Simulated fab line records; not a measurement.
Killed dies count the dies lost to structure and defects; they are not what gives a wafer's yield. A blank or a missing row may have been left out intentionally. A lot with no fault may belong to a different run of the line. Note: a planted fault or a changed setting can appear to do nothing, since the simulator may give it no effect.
Which tool is to blame?    flow sky130    24 lots with 72 wafers sampled at 4 steps, on a route of 708 steps

## WHAT THE GAUGES SHOWED, per wafer
SKY_SONOS_ONO_OVL_MEAS_14.
lot   measured      on          SONOS_ONO_OVL (nm)
L074  day 12 08:43  overlay-01  0.5 -0.3 -0.2
L076  day 13 10:52  overlay-02  1.6 2.1 1.0
L075  day 13 14:13  overlay-02  1.7 0.7 0.2
L078  day 13 17:52  overlay-02  0.8 1.4 1.6
L077  day 13 22:43  overlay-02  -0.1 1.2 1.2
L079  day 14 15:52  overlay-01  -0.5 -0.2 -0.5
L080  day 14 16:13  overlay-01  -2.9 -1.7 -0.5
L081  day 14 22:28  overlay-01  -2.7 -2.9 -1.8
L082  day 15 03:34  overlay-02  -2.6 -2.7 -2.4
L083  day 15 15:10  overlay-02  -0.9 -0.6 -1.2
L084  day 15 21:16  overlay-01  0.3 1.0 1.0
L085  day 16 11:23  overlay-01  0.2 -1.7 -0.2
L086  day 16 15:04  overlay-02  1.1 -0.6 -0.5
L087  day 16 19:07  overlay-02  -0.1 1.4 1.8
L088  day 17 08:16  overlay-01  0.6 0.1 0.5
L090  day 18 19:16  overlay-01  -1.7 -2.4 -0.6
L089  day 18 20:52  overlay-01  1.3 -0.8 -1.0
L091  day 19 01:07  overlay-02  -0.9 2.5 -0.1
L093  day 19 08:04  overlay-01  2.0 2.7 1.7
L092  day 19 10:46  overlay-01  -1.8 -2.2 -3.2
L094  day 19 11:28  overlay-02  0.5 -0.6 -1.1
L096  day 20 05:01  overlay-02  2.6 0.7 1.8
L095  day 20 07:01  overlay-02  -1.6 -0.5 -3.1
L097  day 20 23:55  overlay-01  -0.4 -1.4 -0.6

## WHAT TOOL EACH LOT RAN ON (gives the tool, then ch and the chambers of the sampled wafers, and finally the start)
lot   SKY_PWDE_STRIP_09                    SKY_NWELL_STRIP_14                    SKY_VT_ADJUST_NCORE_STRIP_10
L074  plasma asher-02 ch 0,1, day 3 16:41  plasma asher-04 ch 0,1, day 4 09:35   plasma asher-02 ch 0,1, day 8 08:03
L076  plasma asher-02 ch 0,1, day 4 12:53  plasma asher-01 ch 0,1, day 5 07:35   plasma asher-01 ch 1, day 9 09:00
L075  plasma asher-01 ch 0,1, day 4 12:58  plasma asher-01 ch 0,1, day 5 07:58   plasma asher-02 ch 0,1, day 9 09:29
L078  plasma asher-02 ch 0,1, day 4 19:14  plasma asher-04 ch 0,1, day 5 13:53   plasma asher-01 ch 0,1, day 9 16:27
L077  plasma asher-01 ch 0,1, day 4 19:20  plasma asher-01 ch 0,1, day 5 14:29   plasma asher-03 ch 0,1, day 9 18:02
L079  plasma asher-02 ch 0,1, day 4 23:35  plasma asher-01 ch 0,1, day 5 18:26   plasma asher-02 ch 0,1, day 10 00:17
L080  plasma asher-02 ch 0,1, day 5 07:20  plasma asher-04 ch 0,1, day 6 00:47   plasma asher-02 ch 0,1, day 10 07:29
L081  plasma asher-03 ch 0,1, day 5 12:20  plasma asher-03 ch 0,1, day 6 06:29   plasma asher-03 ch 0,1, day 10 12:29
L082  plasma asher-01 ch 0,1, day 5 16:47  plasma asher-01 ch 0,1, day 6 10:44   plasma asher-01 ch 0,1, day 10 19:39
L083  plasma asher-01 ch 0,1, day 5 23:40  plasma asher-03 ch 0,1, day 6 17:40   plasma asher-02 ch 0,1, day 11 05:35
L084  plasma asher-03 ch 0,1, day 6 04:44  plasma asher-04 ch 0,1, day 6 22:11   plasma asher-03 ch 0,1, day 11 08:09
L085  plasma asher-02 ch 0,1, day 6 11:25  plasma asher-01 ch 0,1, day 7 07:25   plasma asher-01 ch 0,1, day 11 20:05
L086  plasma asher-01 ch 0,1, day 6 13:10  plasma asher-01 ch 0,1, day 7 08:58   plasma asher-03 ch 0,1, day 11 21:59
L087  plasma asher-02 ch 1, day 6 17:37    plasma asher-01 ch 0,1, day 7 14:14   plasma asher-02 ch 0,1, day 12 05:27
L088  plasma asher-01 ch 0,1, day 7 04:01  plasma asher-03 ch 0,1, day 8 00:31   plasma asher-01 ch 0,1, day 12 14:44
L090  plasma asher-03 ch 0, day 8 03:40    plasma asher-03 ch 0,1, day 9 00:31   plasma asher-03 ch 0,1, day 13 22:29
L089  plasma asher-02 ch 0,1, day 8 03:44  plasma asher-04 ch 0,1, day 9 00:44   plasma asher-01 ch 0,1, day 13 22:38
L091  plasma asher-02 ch 0,1, day 8 04:25  plasma asher-01 ch 0,1, day 9 01:34   plasma asher-02 ch 0,1, day 14 00:41
L093  plasma asher-02 ch 0,1, day 8 10:41  plasma asher-01 ch 0,1, day 9 08:16   plasma asher-02 ch 0,1, day 14 05:35
L092  plasma asher-02 ch 1, day 8 11:13    plasma asher-03 ch 1, day 9 09:02     plasma asher-01 ch 0,1, day 14 09:56
L094  plasma asher-01 ch 0,1, day 8 12:19  plasma asher-03 ch 0,1, day 9 10:01   plasma asher-02 ch 0,1, day 14 11:05
L096  plasma asher-01 ch 0, day 9 00:37    plasma asher-03 ch 0,1, day 9 22:59   plasma asher-01 ch 1, day 15 03:14
L095  plasma asher-02 ch 0,1, day 9 00:58  plasma asher-03 ch 0,1, day 9 23:50   plasma asher-02 ch 0,1, day 15 03:23
L097  plasma asher-02 ch 0,1, day 9 12:40  plasma asher-01 ch 0,1, day 10 12:02  plasma asher-01 ch 0,1, day 15 18:08
- SKY_PWDE_STRIP_09: strips in O2/N2.
- SKY_NWELL_STRIP_14: strips in O2/N2.
- SKY_VT_ADJUST_NCORE_STRIP_10: strips in O2/N2.

## AS READ BY THE TOOLS THEMSELVES (means over the sampled wafers that have a number; for cases with no such wafer, the mark the record gives instead)
SKY_PWDE_STRIP_09.
lot   tool             drypump motor current A (A)  oes product au (a.u.)  strip time to endpoint s (s)
L074  plasma asher-02  5.41                         0.726                  36.76
L076  plasma asher-02  5.25                         0.727                  37.01
L075  plasma asher-01  5.57                         0.723                  36.79
L078  plasma asher-02  5.42                         0.721                  37.24
L077  plasma asher-01  5.72                         0.724                  36.78
L079  plasma asher-02  5.40                         0.717                  36.76
L080  plasma asher-02  5.28                         0.727                  36.99
L081  plasma asher-03  5.84                         0.723                  36.84
L082  plasma asher-01  5.58                         0.723                  37.08
L083  plasma asher-01  5.70                         0.722                  37.06
L084  plasma asher-03  5.85                         0.727                  37.24
L085  plasma asher-02  5.25                         0.725                  36.95
L086  plasma asher-01  5.58                         0.724                  36.82
L087  plasma asher-02  5.09                         0.723                  36.84
L088  plasma asher-01  5.57                         0.723                  36.94
L090  plasma asher-03  5.90                         0.723                  36.86
L089  plasma asher-02  5.25                         0.722                  36.95
L091  plasma asher-02  5.43                         0.723                  37.10
L093  plasma asher-02  5.41                         0.719                  37.02
L092  plasma asher-02  5.09                         0.726                  36.90
L094  plasma asher-01  5.71                         0.719                  36.85
L096  plasma asher-01  5.43                         0.728                  36.93
L095  plasma asher-02  5.23                         0.721                  36.77
L097  plasma asher-02  5.26                         0.723                  36.95

SKY_NWELL_STRIP_14.
lot   tool             drypump motor current A (A)  oes product au (a.u.)  strip time to endpoint s (s)
L074  plasma asher-04  5.92                         0.723                  36.83
L076  plasma asher-01  5.57                         0.718                  36.85
L075  plasma asher-01  5.71                         0.723                  36.99
L078  plasma asher-04  5.60                         0.719                  36.86
L077  plasma asher-01  5.57                         0.722                  36.89
L079  plasma asher-01  5.71                         0.718                  36.82
L080  plasma asher-04  5.59                         0.729                  36.91
L081  plasma asher-03  5.80                         0.715                  36.95
L082  plasma asher-01  5.55                         0.725                  36.77
L083  plasma asher-03  5.81                         0.721                  36.98
L084  plasma asher-04  5.60                         0.720                  36.98
L085  plasma asher-01  5.57                         0.719                  36.97
L086  plasma asher-01  5.72                         0.724                  36.90
L087  plasma asher-01  5.70                         0.725                  36.81
L088  plasma asher-03  5.84                         0.728                  36.97
L090  plasma asher-03  5.83                         0.721                  36.96
L089  plasma asher-04  5.96                         0.725                  36.82
L091  plasma asher-01  5.70                         0.722                  36.90
L093  plasma asher-01  5.58                         0.722                  36.69
L092  plasma asher-03  5.75                         0.722                  36.81
L094  plasma asher-03  5.80                         0.718                  36.88
L096  plasma asher-03  5.78                         0.718                  36.87
L095  plasma asher-03  5.80                         0.722                  36.98
L097  plasma asher-01  5.71                         0.721                  36.73

SKY_VT_ADJUST_NCORE_STRIP_10.
lot   tool             drypump motor current A (A)  oes product au (a.u.)  strip time to endpoint s (s)
L074  plasma asher-02  5.25                         0.716                  14.17
L076  plasma asher-01  5.84                         0.715                  14.18
L075  plasma asher-02  5.25                         0.714                  14.17
L078  plasma asher-01  5.58                         0.718                  14.15
L077  plasma asher-03  5.83                         0.716                  14.10
L079  plasma asher-02  5.40                         0.713                  14.16
L080  plasma asher-02  5.27                         0.713                  14.15
L081  plasma asher-03  5.81                         0.716                  14.14
L082  plasma asher-01  5.57                         0.718                  14.20
L083  plasma asher-02  5.24                         0.717                  14.14
L084  plasma asher-03  5.86                         0.713                  14.14
L085  plasma asher-01  5.72                         0.718                  14.19
L086  plasma asher-03  5.81                         0.715                  14.19
L087  plasma asher-02  5.41                         0.718                  14.18
L088  plasma asher-01  5.57                         0.716                  14.21
L090  plasma asher-03  5.83                         0.722                  14.25
L089  plasma asher-01  5.71                         0.712                  14.15
L091  plasma asher-02  5.42                         0.712                  14.18
L093  plasma asher-02  5.24                         0.713                  14.12
L092  plasma asher-01  5.70                         0.713                  14.17
L094  plasma asher-02  5.23                         0.717                  14.14
L096  plasma asher-01  5.84                         0.719                  14.22
L095  plasma asher-02  5.41                         0.718                  14.17
L097  plasma asher-01  5.59                         0.709                  14.14

## THE ANSWER, worked out from the rows above alone
Rule: usual is defined by the lots themselves. The widest of any qualifying gaps counts: lots, ordered by their means at a reading, are off when they make up no more than a third of the lots, leave a main group of 4 or more, and stand apart from it by 3 or more times the standard deviation of that group's means. If all means in a main group match to the digits the tables above print for the reading, that group is not used. A lot without any number at a reading at which 4 lots or more have one is off too. All remaining lots with rows at the step are treated as sound. Order of review: gauges by route order, followed by the tools' own readings, for which a lot's mean as printed above is used. The first step at which some lot is off is used, and at that step the reading that is off furthest; a lot without a number counts as furthest.
Nothing can be told from this: no lot is off at any reading shown.

## WHAT THE SIMULATOR HAD PUT IN
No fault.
